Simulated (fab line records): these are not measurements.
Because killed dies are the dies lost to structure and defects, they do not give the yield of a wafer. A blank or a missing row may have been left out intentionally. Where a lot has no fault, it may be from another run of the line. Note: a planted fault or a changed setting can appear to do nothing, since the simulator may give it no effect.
Which tool did it? -- flow sfqLine -- 43 wafers from 15 lots sampled at 4 of the route's 325 steps

## WHAT THE GAUGES READ, wafer by wafer
SFQ_M8_RS_MEAS_949: measurement is done with a four-point probe. Usual: M8_AU_RS gives 0.1530 ohm/sq (standard deviation 0.0017).
lot,measured,on,M8_AU_RS (ohm/sq),flag
L689,day 86 04:05,filmMetro-01,0.1548 0.1545 0.1538,
L690,day 86 06:29,filmMetro-01,0.1534 0.1543 0.1511,
L691,day 86 07:44,filmMetro-04,0.1506 0.1518 0.1514,
L692,day 86 11:17,filmMetro-03,0.1542 0.1517 0.1542,
L693,day 86 12:31,filmMetro-01,0.1552 0.1521 0.1545,
L694,day 86 17:25,filmMetro-03,0.1540 0.1523 0.1509,
L698,day 87 04:24,filmMetro-01,0.1564 0.1528 0.1560,
L701,day 87 19:04,filmMetro-03,0.1517 0.1537,
L704,day 91 18:10,filmMetro-03,0.1526 0.1524,
L706,day 92 01:32,filmMetro-04,0.1506 0.1506 0.1518,
L707,day 92 03:52,filmMetro-03,0.1541 0.1518 0.1536,
L709,day 94 17:13,filmMetro-03,0.1512 0.1520 0.1514,
L710,day 94 19:37,filmMetro-01,0.1520 0.1502 0.1516,
L711,day 94 23:12,filmMetro-04,0.1501 0.1526 0.1537,
L712,day 95 00:24,filmMetro-04,0.1527 0.1543 0.1511,

## EACH LOT AND THE TOOL THAT RAN IT (in order: tool; ch and the chambers of the sampled wafers; start)
lot,SFQ_TRILAYER_I6_DEP_PECVD_165,SFQ_TRILAYER_I7_CMP_CMP_184,SFQ_TRILAYER_I7_VIA_LITHO_PEB_190
L689,"pecvd-01 ch 1,2, day 72 08:40","cmp-02 ch 1,2,3, day 81 08:44","lithoTrack-01 ch 0, day 81 14:08"
L690,"pecvd-02 ch 0,1,2, day 74 18:34","cmp-01 ch 0,1,2, day 81 10:41","lithoTrack-02 ch 0, day 81 16:27"
L691,"pecvd-03 ch 0,1, day 74 20:58","cmp-02 ch 1,3, day 81 11:20","lithoTrack-04 ch 0, day 81 17:42"
L692,"pecvd-02 ch 1,2, day 75 04:17","cmp-01 ch 0,2,3, day 81 13:44","lithoTrack-01 ch 0, day 81 20:01"
L693,"pecvd-03 ch 1,2, day 75 05:29","cmp-02 ch 0,1,2, day 81 18:20","lithoTrack-02 ch 0, day 81 23:38"
L694,"pecvd-01 ch 0,1,2, day 75 07:28","cmp-01 ch 1,2,3, day 81 18:32","lithoTrack-04 ch 0, day 82 02:01"
L698,"pecvd-01 ch 0,1, day 77 01:36","cmp-01 ch 0,1,3, day 82 05:40","lithoTrack-02 ch 0, day 86 23:34"
L701,"pecvd-03 ch 0,2, day 78 07:13","cmp-01 ch 0,3, day 83 01:35","lithoTrack-02 ch 0, day 87 14:02"
L704,"pecvd-01 ch 0,2, day 78 10:46","cmp-01 ch 3, day 83 14:41","lithoTrack-02 ch 0, day 88 07:53"
L706,"pecvd-01 ch 0,1,2, day 78 13:13","cmp-01 ch 1,2,3, day 83 23:49","lithoTrack-01 ch 0, day 88 13:56"
L707,"pecvd-03 ch 0,2, day 78 14:22","cmp-02 ch 0,2, day 84 01:13","lithoTrack-01 ch 0, day 88 16:16"
L709,"pecvd-02 ch 0,2, day 82 20:59","cmp-01 ch 0,2,3, day 87 18:05","lithoTrack-02 ch 0, day 91 07:30"
L710,"pecvd-03 ch 0,1, day 83 00:11","cmp-02 ch 0,2, day 87 21:44","lithoTrack-01 ch 0, day 91 11:06"
L711,"pecvd-03 ch 0,1,2, day 83 04:18","cmp-02 ch 0,2,3, day 88 02:02","lithoTrack-02 ch 0, day 91 14:41"
L712,"pecvd-02 ch 0,2, day 83 07:22","cmp-02 ch 0,1,3, day 88 07:22","lithoTrack-04 ch 0, day 91 18:17"
- SFQ_TRILAYER_I6_DEP_PECVD_165: deposits SiO2 from SiH4/N2O, time 111.11 s, target thk 500 nm.
- SFQ_TRILAYER_I7_CMP_CMP_184: polishes SiO2.
- SFQ_TRILAYER_I7_VIA_LITHO_PEB_190: peb time 60 s.

## AS READ BY THE TOOLS THEMSELVES (means over the sampled wafers that have a number; for cases with no such wafer, the mark the record gives instead)
SFQ_TRILAYER_I6_DEP_PECVD_165. Usual: heaterPowerW 91 W, standard deviation 13; throttleValvePct 24.3 %, standard deviation 1.7.
lot,tool,heaterPowerW (W),throttleValvePct (%),flag
L689,pecvd-01,64,22.7,
L690,pecvd-02,93,25.5,
L691,pecvd-03,103,24.7,
L692,pecvd-02,99,25.6,
L693,pecvd-03,88,25.3,
L694,pecvd-01,76,22.4,
L698,pecvd-01,82,22.5,
L701,pecvd-03,84,24.5,
L704,pecvd-01,82,22.4,
L706,pecvd-01,78,22.8,
L707,pecvd-03,92,24.1,
L709,pecvd-02,103,25.3,
L710,pecvd-03,100,24.2,
L711,pecvd-03,92,25.1,
L712,pecvd-02,97,26.4,

SFQ_TRILAYER_I7_CMP_CMP_184. Usual: motorCurrentA 10.1 A, standard deviation 0.73; timeToEndpointS 207 s, standard deviation 9.4.
lot,tool,motorCurrentA (A),timeToEndpointS (s),flag
L689,cmp-02,9.7,205,
L690,cmp-01,10.5,209,
L691,cmp-02,9.6,212,
L692,cmp-01,10.1,205,
L693,cmp-02,10.1,202,
L694,cmp-01,9.8,200,
L698,cmp-01,9.9,217,
L701,cmp-01,10.1,213,
L704,cmp-01,9.8,204,
L706,cmp-01,9.8,215,
L707,cmp-02,9.9,203,
L709,cmp-01,10.3,212,
L710,cmp-02,9.4,203,
L711,cmp-02,10.3,195,
L712,cmp-02,10.2,199,

SFQ_TRILAYER_I7_VIA_LITHO_PEB_190. Usual: exhaustPa 44.9 Pa, standard deviation 0.81; heaterPowerTotalW 79.15 W, standard deviation 0.071; resistLineTempC 23.00 C, standard deviation 0.11.
lot,tool,exhaustPa (Pa),heaterPowerTotalW (W),resistLineTempC (C),flag
L689,lithoTrack-01,45.7,79.11,23.01,
L690,lithoTrack-02,44.5,79.19,22.99,
L691,lithoTrack-04,45.5,79.17,23.19,
L692,lithoTrack-01,45.2,79.18,23.07,
L693,lithoTrack-02,45.5,79.15,22.94,
L694,lithoTrack-04,44.6,79.17,23.08,
L698,lithoTrack-02,44.5,84.46,22.95,OFF
L701,lithoTrack-02,45.4,83.09,22.80,OFF
L704,lithoTrack-02,45.6,87.10,23.00,OFF
L706,lithoTrack-01,45.6,79.20,23.05,
L707,lithoTrack-01,44.6,79.08,22.97,
L709,lithoTrack-02,45.3,79.15,22.94,
L710,lithoTrack-01,44.6,79.14,22.92,
L711,lithoTrack-02,44.5,79.18,23.02,
L712,lithoTrack-04,44.0,79.15,22.86,

## THE ANSWER, worked out from the rows above alone
Rule: a lot is off if the mean of its wafers that have a number lies more than 3 standard deviations from the usual mean. A lot without any number at a reading at which 4 lots or more have one is off too. All remaining lots with rows at the step are treated as sound. First the gauges in route order, then the tools' own readings, where a lot's mean is used as printed above. The first step at which some lot is off is used, and at that step the reading that is off furthest; a lot without a number counts as furthest.
Off: L698, L701, L704 (SFQ_TRILAYER_I7_VIA_LITHO_PEB_190, heaterPowerTotalW).
If a tool, at that step or one of the process steps before it, ran each lot that is off and ran no sound lot following the first of them, it fits. None of those tried fits.

## WHAT THE SIMULATOR HAD INSERTED
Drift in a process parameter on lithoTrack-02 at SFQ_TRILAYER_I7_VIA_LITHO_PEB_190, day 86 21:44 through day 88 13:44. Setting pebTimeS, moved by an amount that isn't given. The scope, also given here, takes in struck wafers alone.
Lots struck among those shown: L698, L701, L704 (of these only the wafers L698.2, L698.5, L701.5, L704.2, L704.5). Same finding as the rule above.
